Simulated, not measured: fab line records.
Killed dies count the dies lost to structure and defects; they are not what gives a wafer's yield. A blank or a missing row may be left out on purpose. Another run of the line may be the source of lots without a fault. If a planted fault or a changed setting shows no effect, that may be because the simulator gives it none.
Comparing a struck lot with a sound one    flow gf180mcu    17 steps out of a route of 602
Sound: these wafers, L225.2, L225.3, L225.4. Wafers L211.2, L211.3, L211.4 were the ones struck. The cause comes at the end.
Per side, at each step with rows, come the tool, then ch with its chambers, and then its first start. Under that, the readings that differ: sound wafers    struck wafers    difference of the means    sigmas: that difference in standard deviations of wafers without a fault.
alike: words and numbers the same on both sides, and readings whose means are apart by under 2 such deviations; not compared: readings that were withheld, readings missing a value for some wafer, numbers with overlapping values and no deviation given by the record, and bounds like >300 which may hide the same value.
Wherever a step has rows on one side only, a row that says differs or no value, or a row with sigmas, the two part there. When numbers do not overlap yet have no deviation, they are printed without sigmas and do not part them. A reading missing from all wafers of one side parts the sides only when that side holds two or more wafers.

GF_SAB_STRIP_13: strips in O2/N2.
  sound on plasma-asher-03 ch 0,1, day 21 13:04; struck on plasma-asher-01 ch 0,1, day 16 06:07
  alike: chamber-pressure-mTorr, drypump-motor-current-A, heater-power-w, oes-product-au, strip-time-to-endpoint-s
  not compared: rf-hours-counter-h
then, 2 steps without rows for these wafers: GF_SALICIDE_CLEAN_00 (cleans in SC1/SC2, time 150 s); GF_SALICIDE_WET_ETCH_01 (etches SiO2 in dHF, target depth 5 nm, time 100 s).
GF_SALICIDE_SPUTTER_02: material Co, target thk 10 nm, time 20 s.
  sound on pvd-sputter-02 at day 21 13:15; struck on pvd-sputter-02 at day 16 06:18
  alike: cathode-dc-power-W, throttle-valve-pct
GF_SALICIDE_SPUTTER_03: material TiN, target thk 20 nm, time 16.7 s.
  sound on pvd-sputter-02 at day 21 13:17; struck on pvd-sputter-02 at day 16 06:20
  alike: cathode-dc-power-W, throttle-valve-pct
GF_SALICIDE_RS_MEAS_04: a four-point-probe measurement.
  sound on film-metro-01 at day 21 13:19; struck on film-metro-02 at day 16 06:23
  alike: SALICIDE_TIN_RS
GF_SALICIDE_THK_MEAS_05: measures by xrf.
  sound on film-metro-01 at day 21 13:26; struck on film-metro-02 at day 16 06:29
  alike: SALICIDE_TIN_THK
GF_SALICIDE_RTA_06: time 30 s.
  sound on rtp-anneal-01 ch 0, day 21 13:30; struck on rtp-anneal-01 ch 0, day 16 06:33
  alike: lamp-power-pct, wafer_temp_C_max
then, 1 step without rows for these wafers: GF_SALICIDE_WET_ETCH_07 (etches the open film in SPM, target depth 120 nm).
GF_SALICIDE_RTA_08: time 30 s.
  sound on rtp-anneal-02 ch 0, day 21 13:42; struck on rtp-anneal-02 ch 0, day 16 06:50
  alike: lamp-power-pct, wafer_temp_C_max
then, 1 step without rows for these wafers: GF_CONTACT_CVD_00 (deposits SiO2, target thk 300 nm, time 50 s).
GF_CONTACT_THK_MEAS_01:
  sound on film-metro-04 at day 21 13:50; struck on film-metro-03 at day 16 06:58
  alike: CONTACT_CVD_00_THK
GF_CONTACT_CVD_02: deposits SiO2 from TEOS, target thk 860 nm, time 95.992 s.
  sound on pecvd-02 ch 1,2, day 21 13:53; struck on pecvd-03 ch 0,1, day 16 07:01
reading                                   sound              struck          difference  sigmas
model.SiO2_of_CONTACT_CVD_02.thk-nm (nm)  864.3 846.9 873.8  1300 1292 1316  +441        
  alike: heater-power-w
GF_CONTACT_THK_MEAS_03:
  sound on film-metro-01 at day 21 13:58; struck on film-metro-04 at day 16 07:06
reading                  sound        struck          difference  sigmas
CONTACT_CVD_02_THK (nm)  865 847 874  1299 1293 1315  +440        +37
GF_CONTACT_CMP_04: polishes SiO2.
  sound on cmp-02 ch 0,1,3, day 21 14:01; struck on cmp-02 ch 0,1,3, day 16 07:12
reading                 sound        struck       difference  sigmas
time-to-endpoint-s (s)  110 108 105  267 270 289  +168        +21
  alike: edge-zone-pressure-frac, motor-current-A
GF_CONTACT_BOW_MEAS_05:
  sound on film-metro-04 at day 21 14:20; struck on film-metro-04 at day 16 07:28
  alike: CONTACT_BOW
GF_PASSIVATION_PROBE_99:
  the record has rows for the sound wafers here (prober-02, day 34 00:14) and none for the struck ones

WHERE THEY PART
Earliest at GF_CONTACT_THK_MEAS_03; latest, in this record, at GF_PASSIVATION_PROBE_99.

WHY: whatever the simulator had introduced
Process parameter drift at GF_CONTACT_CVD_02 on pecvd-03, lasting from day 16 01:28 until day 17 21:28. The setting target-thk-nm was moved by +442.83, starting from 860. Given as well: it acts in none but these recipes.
